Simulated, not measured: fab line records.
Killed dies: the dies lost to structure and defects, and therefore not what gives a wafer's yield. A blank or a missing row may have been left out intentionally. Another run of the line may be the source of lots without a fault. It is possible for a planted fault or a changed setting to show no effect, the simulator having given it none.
The tool behind it: which one? -- flow sky130 -- 33 wafers from 11 lots sampled at 3 of the route's 708 steps

## WHAT EACH GAUGE READ, for each wafer
SKY_METAL2_OVL_MEAS_16. Usual: METAL2_OVL 0 nm, standard deviation 6.2.
lot,measured,on,METAL2_OVL (nm),flag
L119,day 35 04:08,overlay-01,5 4 5,
L121,day 36 00:31,overlay-02,-13 -2 -7,
L123,day 36 10:47,overlay-02,-4 1 -2,
L124,day 36 21:59,overlay-01,3 -7 2,
L126,day 37 10:26,overlay-01,1 -1 -1,
L129,day 38 08:08,overlay-01,-4 -7 -5,
L130,day 38 15:35,overlay-02,-8 -1 4,
L131,day 39 07:20,overlay-02,15 16 1,
L132,day 39 16:11,overlay-02,-7 -1 4,
L135,day 40 10:05,overlay-01,-2 -2 -3,
L141,day 41 20:53,overlay-01,2 -5 -6,

SKY_VIA2_BOW_MEAS_03. Usual: VIA2_BOW 84 um, standard deviation 6.6.
lot,measured,on,VIA2_BOW (um),flag
L119,day 35 05:47,film_metro-03,82 77 80,
L121,day 36 01:53,film_metro-03,90 82 84,
L123,day 36 12:12,film_metro-04,74 78 80,
L124,day 36 23:41,film_metro-04,86 85 85,
L126,day 37 12:17,film_metro-03,78 92 92,
L129,day 38 09:33,film_metro-01,76 75 81,
L130,day 38 16:55,film_metro-04,80 81 82,
L131,day 39 09:30,film_metro-03,77 95 91,
L132,day 39 17:31,film_metro-04,77 80 86,
L135,day 40 11:34,film_metro-04,87 80 78,
L141,day 41 22:11,film_metro-03,92 96 84,

SKY_VIA2_THK_MEAS_23: measures by xrf. Usual: VIA2_W_THK 433 nm, standard deviation 9.1.
lot,measured,on,VIA2_W_THK (nm),flag
L119,day 36 08:41,film_metro-01,424 433 438,
L121,day 37 04:37,film_metro-01,426 426 422,
L123,day 37 14:43,film_metro-04,441 434 427,
L124,day 38 02:58,film_metro-03,415 428 424,
L126,day 38 15:23,film_metro-03,436 412 419,
L129,day 39 11:57,film_metro-01,431 442 435,
L130,day 39 19:20,film_metro-04,430 442 435,
L131,day 40 11:13,film_metro-03,438 439 424,
L132,day 40 19:46,film_metro-03,426 427 417,
L135,day 41 13:28,film_metro-03,426 432 426,
L141,day 42 22:59,film_metro-03,431 419 424,

## EACH LOT AND THE TOOL THAT RAN IT (in order: tool; ch and the chambers of the sampled wafers; start)
Record: no process step prior to these readings.

## WHAT THE TOOLS THEMSELVES READ (means of the sampled wafers that have a number; where no wafer has one, the mark that the record gives instead)
The record holds no such reading with a usual standard deviation.

## THE ANSWER, worked out from the rows above alone
Rule: a lot counts as off when the mean over its wafers that have a number is more than 3 standard deviations away from the usual mean. Also off: a lot with no number at a reading for which 4 or more lots have one. All remaining lots with rows at the step are treated as sound. First the gauges in route order, then the tools' own readings, where a lot's mean is used as printed above. The first step at which some lot is off is used, and at that step the reading that is off furthest; a lot without a number counts as furthest.
None of the lots is off at any reading shown; this tells nothing.

## WHAT HAD BEEN PUT IN BY THE SIMULATOR
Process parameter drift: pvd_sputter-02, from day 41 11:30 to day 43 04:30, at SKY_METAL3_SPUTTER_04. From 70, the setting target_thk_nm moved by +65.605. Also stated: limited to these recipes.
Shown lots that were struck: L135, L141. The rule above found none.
